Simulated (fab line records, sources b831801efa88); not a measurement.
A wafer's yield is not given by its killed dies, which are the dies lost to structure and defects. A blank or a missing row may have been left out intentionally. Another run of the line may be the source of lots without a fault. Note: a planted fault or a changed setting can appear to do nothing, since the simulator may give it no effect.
Code-filled problem report in 8D (eight disciplines) form	flow gf180mcu	the parts of the form that need people (team, actions taken, sign-off) are left out

== 1. WHAT WENT WRONG ==
POLY_GATE_CVD_00_THK at GF_POLY_GATE_THK_MEAS_01 reads a mean of 266.7 nm on 3 wafers of 1 lot; wafers without a fault read 199.5 nm with a standard deviation of 1.7. That is +40 standard deviations from the usual mean.
Seen first at day 10 18:24 on film_metro-03, wafer L210.3. The record holds 36 wafers of 12 lots with a number at this step. By rule, "out" or "out of limits" means more than 4 standard deviations away from the usual mean. Any other wafer with a number is counted as sound.

== 2. WHAT IT IS AND WHAT IT IS NOT ==
question	is	is not
which readings at this step	POLY_GATE_CVD_00_THK	-
which lots	L210	L203, L204, L211, L215, L217, L219, L220, L221, L222, L223, L224
which wafers of those lots	all that have a number	-
read on which gauges	film_metro-03	film_metro-02, film_metro-04
when	from day 10 18:24	up to then (6 sound wafers); but 27 sound wafers of L211, L215, L217, L219, L220, L221, L222, L223, L224 came after

== 3. SUSPECTS, AND WHAT RULES EACH OUT ==
Counting: a tool at a process step up to the reading stays a suspect if it ran every lot that is out and no sound lot after the first of them.
- the gauge at GF_POLY_GATE_THK_MEAS_01: ruled out. All the wafers that are out were read on film_metro-03, but those of them that GF_POLY_GATE_CVD_00 has rows for are out there too, on other tools.
- plasma_asher-03 at GF_VT_IMPLANT_STRIP_31 (strips in O2/N2): ruled out as a lasting fault. Following L210 (day 9 04:20), the first lot on it that is out, the sound lots L215, L221 were run on it.
- plasma_asher-03 at GF_VT_IMPLANT_STRIP_42 (strips in O2/N2): ruled out as a lasting fault. Following L210 (day 9 19:10), the first lot on it that is out, the sound lots L215, L220, L223 were run on it.
- lpcvd-01 at GF_POLY_GATE_CVD_00 (deposits poly-Si, target thk 200 nm, time 1200 s): ruled out as a lasting fault. Following L210 (day 10 17:03), the first lot on it that is out, the sound lots L220, L221, L222 were run on it.
Left after counting: nothing in the record.

== 4. THE CAUSE (what the simulator had put in) ==
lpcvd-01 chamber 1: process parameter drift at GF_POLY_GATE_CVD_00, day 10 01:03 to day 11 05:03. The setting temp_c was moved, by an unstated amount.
It was ruled out by counting, in error; the rule expects a fault to strike all lots run on its tool from its start on, and this fault did not.

== 5. THE CHAIN OF EFFECTS, in route order ==
Each row: a reading whose mean over the struck wafers that have a number lies more than 3 standard deviations from the usual. Only readings for which the record gives a usual standard deviation are gone through. hours: the time from each lot's start at the first step in this table that gives one to its start at this step, as a median over the lots. sigmas: the change in usual standard deviations.
hours	step	reading	usual	on struck wafers	change	sigmas
0	GF_POLY_GATE_CVD_00	spike_tc_bottom_C	640.7 C	652.5	+11.8	+4.4
0	GF_POLY_GATE_CVD_00	spike_tc_centre_C	621.5 C	634.9	+13.4	+9.6
0	GF_POLY_GATE_CVD_00	spike_tc_lower_C	619.8 C	633.7	+13.9	+11
0	GF_POLY_GATE_CVD_00	spike_tc_top_C	638.3 C	652.2	+13.9	+7.0
0	GF_POLY_GATE_CVD_00	spike_tc_upper_C	619.8 C	633.5	+13.7	+8.6
0	GF_POLY_GATE_CVD_00	susceptor_temp_C	620.05 C	632.68	+12.63	+44
1	GF_POLY_GATE_THK_MEAS_01	POLY_GATE_CVD_00_THK	199.5 nm	266.7	+67.2	+40
The process steps in it:
- GF_POLY_GATE_CVD_00: deposits poly-Si, target thk 200 nm, time 1200 s.
Later measuring or inspecting steps at which every struck wafer that the step has a row for has a number for every such reading, and none has moved that far: GF_POLY_GATE_CD_MEAS_18.

== 6. HOW IT WOULD HAVE BEEN CAUGHT EARLIER ==
Counted from the fault's start at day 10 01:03, it took 17 hours until the first out-of-limits reading at a measuring or inspecting step in this record, taken at day 10 18:24.
The tool's own readings at GF_POLY_GATE_CVD_00 were out on every struck wafer that the step has a row for (spike_tc_centre_C, spike_tc_lower_C, spike_tc_top_C, spike_tc_upper_C, susceptor_temp_C): an alarm limit on them would have fired on the first of those.
